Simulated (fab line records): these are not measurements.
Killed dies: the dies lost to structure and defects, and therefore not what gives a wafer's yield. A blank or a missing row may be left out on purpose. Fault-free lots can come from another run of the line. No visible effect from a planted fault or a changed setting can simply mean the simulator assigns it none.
Chamber matching | flow gf180mcu | GF_STI_CMP_25 on cmp-01: 4 sister chambers
The step polishes, stops on Si3N4, t overpolish 33 s, target thk 524.6 nm. 18 wafers are shown with their chamber, then 8 later ones without.

## WAFERS, EACH WITH ITS CHAMBER
wafer  | chamber | motor current A (A) | time to endpoint s (s) | slurry flow ml min
L488.1 | 0       | 11.2                | 126                    | 149.2
L488.3 | 2       | 11.0                | 130                    | 149.5
L488.5 | 1       | 11.5                | 125                    | 149.7
L490.3 | 0       | 11.3                | 124                    | 150.5
L490.5 | 1       | 11.5                | 123                    | 149.7
L490.6 | 0       | 11.8                | 119                    | 150.1
L491.2 | 2       | 11.1                | 132                    | 150.5
L491.4 | 1       | 11.6                | 127                    | 149.2
L491.6 | 3       | 10.4                | 119                    | 149.8
L492.3 | 1       | 11.3                | 129                    | 149.3
L492.5 | 1       | 11.2                | 131                    | 150.1
L492.6 | 0       | 11.6                | 133                    | 150.2
L493.2 | 0       | 11.4                | 128                    | 149.7
L493.3 | 3       | 10.1                | 118                    | 150.8
L493.6 | 2       | 10.8                | 128                    | 150.8
L494.1 | 0       | 10.0                | 122                    | 149.9
L494.2 | 2       | 10.9                | 131                    | 149.4
L494.5 | 1       | 11.6                | 120                    | 151.4

SIGNATURES, as means of the wafers listed above
reading            | chamber 0 | chamber 1 | chamber 2 | chamber 3 | scatter within a chamber
motor current A    | 11.217    | 11.450    | 10.950    | 10.250    | 0.4
time to endpoint s | 125.33    | 125.83    | 130.25    | 118.50    | 3.87
slurry flow ml min | 149.933   | 149.900   | 150.050   | 150.300   | 0.667
Rule: for a wafer and a chamber, the distance is found by dividing, reading by reading, the gap between the wafer's reading and the chamber's mean by the reading's scatter, squaring, summing and taking the root. If the next closest chamber is less than 2 further off than the closest, the wafer can't be placed; otherwise it belongs to the closest. How the scatter is found: for the shown wafers, subtract from each reading the mean of its chamber, square and add these, divide the total by (wafers less chambers), then take the root.

## WAFERS WHOSE CHAMBER IS MISSING
wafer  | motor current A (A) | time to endpoint s (s) | slurry flow ml min
L496.1 | 10.6                | 129                    | 149.2
L496.3 | 9.7                 | 117                    | 150.4
L496.5 | 11.1                | 138                    | 150.7
L505.2 | 11.0                | 127                    | 150.1
L505.3 | 11.4                | 124                    | 150.3
L505.4 | 11.0                | 137                    | 149.5
L508.1 | 11.5                | 121                    | 150.1
L508.6 | 10.7                | 121                    | 149.8

## CHAMBER TAKEN BY EACH
wafer  | from the rows above               | in truth
L496.1 | can't be placed: 2 or 0 or 1 or 3 | 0
L496.3 | 3                                 | 3
L496.5 | can't be placed: 2 or 1 or 0      | 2
L505.2 | can't be placed: 0 or 2 or 1      | 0
L505.3 | can't be placed: 1 or 0 or 2      | 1
L505.4 | can't be placed: 2 or 0 or 1      | 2
L508.1 | can't be placed: 1 or 0 or 2 or 3 | 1
L508.6 | can't be placed: 3 or 0 or 1 or 2 | 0
Correctly placed: 1 of 8. Cannot be placed on the basis of these rows: 7; the candidates contain the true chamber in 7. Wrongly placed: 0.
